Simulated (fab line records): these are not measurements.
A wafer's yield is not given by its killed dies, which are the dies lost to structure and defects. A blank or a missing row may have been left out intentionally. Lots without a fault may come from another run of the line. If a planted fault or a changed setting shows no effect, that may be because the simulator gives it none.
The tool behind it: which one? + flow sky130 + 24 lots with 72 wafers sampled at 6 steps, on a route of 708 steps

## WHAT THE GAUGES READ, wafer by wafer
SKY_METAL2_CD_MEAS_15: target cd 140 nm. Usual: cd nm at 139.7 nm, with a standard deviation of 1.4.
| lot  | measured     | on        | cd nm (nm)        | flag |
|------|--------------|-----------|-------------------|------|
| L074 | day 35 10:22 | cd sem-02 | 141.1 142.9 141.4 |      |
| L075 | day 35 19:38 | cd sem-01 | 139.7 140.5 139.1 |      |
| L076 | day 36 01:43 | cd sem-01 | 138.7 139.2 138.8 |      |
| L077 | day 36 02:59 | cd sem-02 | 137.3 137.8 137.3 |      |
| L078 | day 36 12:25 | cd sem-02 | 139.3 137.6 139.1 |      |
| L079 | day 36 19:41 | cd sem-01 | 139.3 137.6 138.2 |      |
| L080 | day 37 04:10 | cd sem-02 | 140.2 141.1 140.6 |      |
| L081 | day 37 16:25 | cd sem-02 | 137.0 137.9 139.4 |      |
| L082 | day 37 21:58 | cd sem-01 | 140.0 140.2 139.6 |      |
| L083 | day 37 23:41 | cd sem-01 | 139.2 138.6 138.0 |      |
| L084 | day 38 08:53 | cd sem-01 | 139.5 140.3 139.6 |      |
| L085 | day 38 11:46 | cd sem-01 | 139.3 140.9 138.0 |      |
| L086 | day 39 02:02 | cd sem-02 | 142.4 141.4 142.5 |      |
| L087 | day 39 03:11 | cd sem-02 | 140.0 138.9 140.8 |      |
| L088 | day 39 10:23 | cd sem-02 | 138.1 138.6 138.0 |      |
| L089 | day 39 22:56 | cd sem-01 | 139.7 139.8 139.0 |      |
| L090 | day 40 07:10 | cd sem-01 | 138.6 138.5 139.7 |      |
| L091 | day 40 08:20 | cd sem-02 | 139.1 142.3 140.8 |      |
| L092 | day 40 09:43 | cd sem-01 | 139.7 140.3 141.3 |      |
| L093 | day 41 02:40 | cd sem-01 | 141.7 141.3 142.4 |      |
| L094 | day 41 06:08 | cd sem-01 | 141.0 141.8 141.6 |      |
| L095 | day 41 09:16 | cd sem-02 | 140.1 139.0 138.5 |      |
| L096 | day 41 17:58 | cd sem-02 | 140.1 137.6 139.3 |      |
| L097 | day 41 22:37 | cd sem-02 | 141.8 139.5 141.0 |      |

SKY_METAL3_OVL_MEAS_14. Usual: METAL3_OVL typically reads -2 nm, with standard deviation 5.
| lot  | measured     | on         | METAL3_OVL (nm) | flag |
|------|--------------|------------|-----------------|------|
| L074 | day 38 19:34 | overlay-01 | -5 4 1          |      |
| L075 | day 39 05:19 | overlay-02 | 1 -1 -3         |      |
| L076 | day 39 09:46 | overlay-02 | -3 -1 -2        |      |
| L077 | day 39 11:50 | overlay-02 | 9 8 -5          |      |
| L078 | day 39 19:46 | overlay-01 | 5 4 -1          |      |
| L079 | day 40 03:10 | overlay-01 | -10 -7 -14      |      |
| L080 | day 40 11:37 | overlay-02 | -15 -12 -3      |      |
| L081 | day 40 22:46 | overlay-01 | -10 -8 -4       |      |
| L082 | day 41 04:28 | overlay-01 | -1 -5 6         |      |
| L083 | day 41 05:55 | overlay-02 | -12 -5 -9       |      |
| L084 | day 41 15:08 | overlay-02 | 6 -3 -2         |      |
| L085 | day 41 16:53 | overlay-01 | -6 -10 -5       |      |
| L086 | day 42 06:52 | overlay-01 | -2 -2 -4        |      |
| L087 | day 42 07:54 | overlay-02 | -10 -6 -7       |      |
| L088 | day 42 15:16 | overlay-01 | -8 7 -4         |      |
| L089 | day 43 02:56 | overlay-01 | -6 -5 -6        |      |
| L090 | day 43 10:19 | overlay-01 | 3 0 4           |      |
| L091 | day 43 11:28 | overlay-01 | 2 4 2           |      |
| L092 | day 43 12:46 | overlay-02 | -2 -8 -4        |      |
| L093 | day 44 04:25 | overlay-01 | 3 -4 -3         |      |
| L094 | day 44 08:38 | overlay-01 | -8 -3 -3        |      |
| L095 | day 44 11:59 | overlay-01 | 1 -1 5          |      |
| L096 | day 44 18:13 | overlay-02 | -3 -8 -3        |      |
| L097 | day 44 22:49 | overlay-01 | 5 -6 -2         |      |

SKY_METAL4_OVL_MEAS_14. Usual: METAL4_OVL typically reads -3 nm, with standard deviation 6.5.
| lot  | measured     | on         | METAL4_OVL (nm) | flag |
|------|--------------|------------|-----------------|------|
| L074 | day 42 00:41 | overlay-02 | -6 -1 -10       |      |
| L075 | day 42 09:58 | overlay-02 | -1 7 -1         |      |
| L076 | day 42 13:43 | overlay-01 | -10 -1 -1       |      |
| L077 | day 42 15:50 | overlay-01 | -3 -5 -13       |      |
| L078 | day 42 23:22 | overlay-02 | -7 6 3          |      |
| L079 | day 43 06:16 | overlay-01 | -1 -8 -2        |      |
| L080 | day 43 14:19 | overlay-02 | -4 -4 -14       |      |
| L081 | day 44 01:41 | overlay-02 | 2 -8 -4         |      |
| L082 | day 44 06:15 | overlay-02 | -5 3 -3         |      |
| L083 | day 44 07:47 | overlay-01 | -2 0 -2         |      |
| L084 | day 44 16:55 | overlay-02 | -15 -8 -12      |      |
| L085 | day 44 17:50 | overlay-01 | -7 0 -2         |      |
| L086 | day 45 06:49 | overlay-02 | -10 -13 -4      |      |
| L087 | day 45 07:57 | overlay-02 | -8 -8 -15       |      |
| L088 | day 45 13:08 | overlay-01 | -2 -21 -6       |      |
| L089 | day 46 00:56 | overlay-02 | -5 -11 0        |      |
| L090 | day 46 06:49 | overlay-01 | 1 -2 -9         |      |
| L091 | day 46 09:20 | overlay-01 | -7 -8 -10       |      |
| L092 | day 46 10:16 | overlay-01 | 2 -4 -1         |      |
| L093 | day 46 22:53 | overlay-01 | 10 -4 7         |      |
| L094 | day 47 04:43 | overlay-02 | 8 5 -4          |      |
| L095 | day 47 07:29 | overlay-02 | 1 -6 1          |      |
| L096 | day 47 12:55 | overlay-02 | -8 10 7         |      |
| L097 | day 47 15:44 | overlay-02 | 1 2 1           |      |

SKY_METAL5_THK_MEAS_06: measures by xrf. Usual: METAL5_ALCU_THK typically reads 1157 nm, with standard deviation 14.
| lot  | measured     | on            | METAL5_ALCU_THK (nm) | flag |
|------|--------------|---------------|----------------------|------|
| L074 | day 43 03:24 | film metro-02 | 1168 1161 1162       |      |
| L075 | day 43 12:22 | film metro-04 | 1144 1153 1145       |      |
| L076 | day 43 15:41 | film metro-03 | 1162 1168 1172       |      |
| L077 | day 43 17:42 | film metro-02 | 1151 1141 1155       |      |
| L078 | day 44 00:08 | film metro-03 | 1151 1149 1153       |      |
| L079 | day 44 08:25 | film metro-02 | 1148 1149 1131       |      |
| L080 | day 44 15:57 | film metro-02 | 1135 1155 1144       |      |
| L081 | day 45 02:28 | film metro-04 | 1154 1155 1144       |      |
| L082 | day 45 06:37 | film metro-02 | 1136 1143 1139       |      |
| L083 | day 45 09:07 | film metro-02 | 1154 1155 1151       |      |
| L084 | day 45 16:36 | film metro-02 | 1143 1161 1142       |      |
| L085 | day 45 18:14 | film metro-02 | 1162 1160 1160       |      |
| L086 | day 46 07:31 | film metro-02 | 1148 1153 1149       |      |
| L087 | day 46 08:43 | film metro-03 | 1197 1184 1192       |      |
| L088 | day 46 13:16 | film metro-03 | 1155 1163 1174       |      |
| L089 | day 47 00:08 | film metro-02 | 1185 1192 1189       |      |
| L090 | day 47 06:04 | film metro-04 | 1161 1156 1162       |      |
| L091 | day 47 08:43 | film metro-04 | 1174 1150 1168       |      |
| L092 | day 47 09:38 | film metro-03 | 1168 1162 1158       |      |
| L093 | day 47 21:40 | film metro-04 | 1150 1142 1151       |      |
| L094 | day 48 03:39 | film metro-02 | 1157 1172 1164       |      |
| L095 | day 48 05:54 | film metro-03 | 1150 1176 1186       |      |
| L096 | day 48 11:38 | film metro-02 | 1156 1155 1146       |      |
| L097 | day 48 13:57 | film metro-02 | 1148 1152 1172       |      |

## EACH LOT AND THE TOOL THAT RAN IT (in order: tool; ch and the chambers of the sampled wafers; start)
| lot  | SKY_LDD_HVP_STRIP_09                 | SKY_METAL3_ETCH_16                |
|------|--------------------------------------|-----------------------------------|
| L074 | plasma asher-02 ch 0,1, day 21 22:10 | rie metal-03 ch 0,1, day 38 19:38 |
| L075 | plasma asher-01 ch 0,1, day 22 07:37 | rie metal-03 ch 0,1, day 39 05:23 |
| L076 | plasma asher-01 ch 0,1, day 22 15:58 | rie metal-02 ch 0,1, day 39 09:52 |
| L077 | plasma asher-02 ch 0,1, day 22 19:25 | rie metal-02 ch 0,1, day 39 11:55 |
| L078 | plasma asher-02 ch 0,1, day 23 03:46 | rie metal-01 ch 0,1, day 39 19:50 |
| L079 | plasma asher-02 ch 0,1, day 23 15:22 | rie metal-01 ch 0,1, day 40 03:16 |
| L080 | plasma asher-01 ch 0,1, day 23 22:47 | rie metal-02 ch 0,1, day 40 11:41 |
| L081 | plasma asher-04 ch 0,1, day 24 12:13 | rie metal-01 ch 0,1, day 40 22:50 |
| L082 | plasma asher-02 ch 0,1, day 24 20:31 | rie metal-01 ch 0,1, day 41 04:32 |
| L083 | plasma asher-04 ch 0,1, day 24 21:49 | rie metal-02 ch 0,1, day 41 05:59 |
| L084 | plasma asher-01 ch 0,1, day 25 09:07 | rie metal-03 ch 0, day 41 15:14   |
| L085 | plasma asher-01 ch 0,1, day 25 12:49 | rie metal-03 ch 0,1, day 41 16:58 |
| L086 | plasma asher-02 ch 0, day 26 04:31   | rie metal-02 ch 0,1, day 42 06:56 |
| L087 | plasma asher-01 ch 0,1, day 26 04:40 | rie metal-03 ch 0,1, day 42 07:58 |
| L088 | plasma asher-01 ch 0,1, day 26 15:58 | rie metal-01 ch 0,1, day 42 15:20 |
| L089 | plasma asher-04 ch 0,1, day 27 08:25 | rie metal-01 ch 0,1, day 43 03:01 |
| L090 | plasma asher-02 ch 0,1, day 27 11:38 | rie metal-01 ch 0,1, day 43 10:25 |
| L091 | plasma asher-01 ch 0,1, day 27 15:19 | rie metal-02 ch 0,1, day 43 11:32 |
| L092 | plasma asher-04 ch 0,1, day 27 18:07 | rie metal-01 ch 0,1, day 43 12:50 |
| L093 | plasma asher-01 ch 0,1, day 28 14:01 | rie metal-01 ch 0,1, day 44 04:29 |
| L094 | plasma asher-02 ch 0,1, day 28 14:58 | rie metal-03 ch 0,1, day 44 08:43 |
| L095 | plasma asher-04 ch 0,1, day 28 19:58 | rie metal-03 ch 0,1, day 44 12:04 |
| L096 | plasma asher-04 ch 0,1, day 29 07:59 | rie metal-02 ch 0,1, day 44 18:19 |
| L097 | plasma asher-04 ch 1, day 29 16:16   | rie metal-01 ch 0,1, day 44 22:53 |
- SKY_LDD_HVP_STRIP_09: strips in O2/N2.
- SKY_METAL3_ETCH_16: etches BARC in N2/H2, stops on SiO2, time 88.2 s, target depth 60 nm.

## WHAT THE TOOLS THEMSELVES READ (means of the sampled wafers that have a number; where no wafer has one, the mark that the record gives instead)
SKY_LDD_HVP_STRIP_09. Usual: drypump motor current A 5.67 A, standard deviation 0.24; oes product au 0.408 a.u., standard deviation 0.0048; strip time to endpoint s 4.133 s, standard deviation 0.016.
| lot  | tool            | drypump motor current A (A) | oes product au (a.u.) | strip time to endpoint s (s) | flag |
|------|-----------------|-----------------------------|-----------------------|------------------------------|------|
| L074 | plasma asher-02 | 5.61                        | 0.407                 | 4.119                        |      |
| L075 | plasma asher-01 | 5.81                        | 0.406                 | 4.131                        |      |
| L076 | plasma asher-01 | 5.63                        | 0.412                 | 4.149                        |      |
| L077 | plasma asher-02 | 5.48                        | 0.412                 | 4.147                        |      |
| L078 | plasma asher-02 | 5.48                        | 0.408                 | 4.121                        |      |
| L079 | plasma asher-02 | 5.50                        | 0.411                 | 4.162                        |      |
| L080 | plasma asher-01 | 5.83                        | 0.408                 | 4.137                        |      |
| L081 | plasma asher-04 | 5.74                        | 0.408                 | 4.116                        |      |
| L082 | plasma asher-02 | 5.60                        | 0.411                 | 4.146                        |      |
| L083 | plasma asher-04 | 5.81                        | 0.410                 | 4.134                        |      |
| L084 | plasma asher-01 | 5.80                        | 0.415                 | 4.154                        |      |
| L085 | plasma asher-01 | 5.79                        | 0.408                 | 4.133                        |      |
| L086 | plasma asher-02 | 5.74                        | 0.407                 | 4.134                        |      |
| L087 | plasma asher-01 | 5.60                        | 0.408                 | 4.139                        |      |
| L088 | plasma asher-01 | 5.60                        | 0.404                 | 4.117                        |      |
| L089 | plasma asher-04 | 5.76                        | 0.403                 | 4.141                        |      |
| L090 | plasma asher-02 | 5.61                        | 0.408                 | 4.136                        |      |
| L091 | plasma asher-01 | 5.62                        | 0.405                 | 4.135                        |      |
| L092 | plasma asher-04 | 5.74                        | 0.407                 | 4.136                        |      |
| L093 | plasma asher-01 | 5.63                        | 0.412                 | 4.136                        |      |
| L094 | plasma asher-02 | 5.61                        | 0.410                 | 4.139                        |      |
| L095 | plasma asher-04 | 5.75                        | 0.404                 | 4.112                        |      |
| L096 | plasma asher-04 | 5.75                        | 0.408                 | 4.132                        |      |
| L097 | plasma asher-04 | 5.84                        | 0.404                 | 4.111                        |      |

SKY_METAL3_ETCH_16. Usual: drypump motor current A 5.7 A, standard deviation 0.54; oes product au 0.626 a.u., standard deviation 0.005; throttle valve pct 13.205 %, standard deviation 0.009.
| lot  | tool         | drypump motor current A (A) | oes product au (a.u.) | throttle valve pct (%) | flag |
|------|--------------|-----------------------------|-----------------------|------------------------|------|
| L074 | rie metal-03 | 5.7                         | 0.625                 | 13.211                 |      |
| L075 | rie metal-03 | 5.7                         | 0.624                 | 13.206                 |      |
| L076 | rie metal-02 | 5.1                         | 0.623                 | 13.206                 |      |
| L077 | rie metal-02 | 5.1                         | 0.622                 | 13.207                 |      |
| L078 | rie metal-01 | 6.0                         | 0.627                 | 13.203                 |      |
| L079 | rie metal-01 | 6.2                         | 0.633                 | 13.204                 |      |
| L080 | rie metal-02 | 5.1                         | 0.624                 | 13.206                 |      |
| L081 | rie metal-01 | 6.0                         | 0.630                 | 13.207                 |      |
| L082 | rie metal-01 | 6.0                         | 0.627                 | 13.210                 |      |
| L083 | rie metal-02 | 5.1                         | 0.623                 | 13.204                 |      |
| L084 | rie metal-03 | 5.2                         | 0.624                 | 13.200                 |      |
| L085 | rie metal-03 | 5.7                         | 0.623                 | 13.206                 |      |
| L086 | rie metal-02 | 5.1                         | 0.628                 | 13.201                 |      |
| L087 | rie metal-03 | 5.4                         | 0.626                 | 13.207                 |      |
| L088 | rie metal-01 | 6.2                         | 0.627                 | 13.205                 |      |
| L089 | rie metal-01 | 6.2                         | 0.620                 | 13.206                 |      |
| L090 | rie metal-01 | 6.0                         | 0.624                 | 13.199                 |      |
| L091 | rie metal-02 | 5.1                         | 0.628                 | 13.201                 |      |
| L092 | rie metal-01 | 6.0                         | 0.623                 | 13.201                 |      |
| L093 | rie metal-01 | 6.2                         | 0.626                 | 13.207                 |      |
| L094 | rie metal-03 | 5.7                         | 0.620                 | 13.207                 |      |
| L095 | rie metal-03 | 5.4                         | 0.627                 | 13.210                 |      |
| L096 | rie metal-02 | 5.5                         | 0.627                 | 13.207                 |      |
| L097 | rie metal-01 | 6.0                         | 0.626                 | 13.197                 |      |

## THE ANSWER, worked out from the rows above alone
Rule: lot off if the mean of its wafers having a number is beyond 3 standard deviations from the usual mean. A lot without any number at a reading at which 4 lots or more have one is off too. Any other lot the step has rows for is counted as sound. After the gauges, taken in route order, come the tools' own readings; for these a lot's mean is taken, as printed above. The first step at which some lot is off is used, and at that step the reading that is off furthest; a lot without a number counts as furthest.
No lot is off on any of the readings shown, so nothing can be concluded from this.

## WHAT THE SIMULATOR HAD INSERTED
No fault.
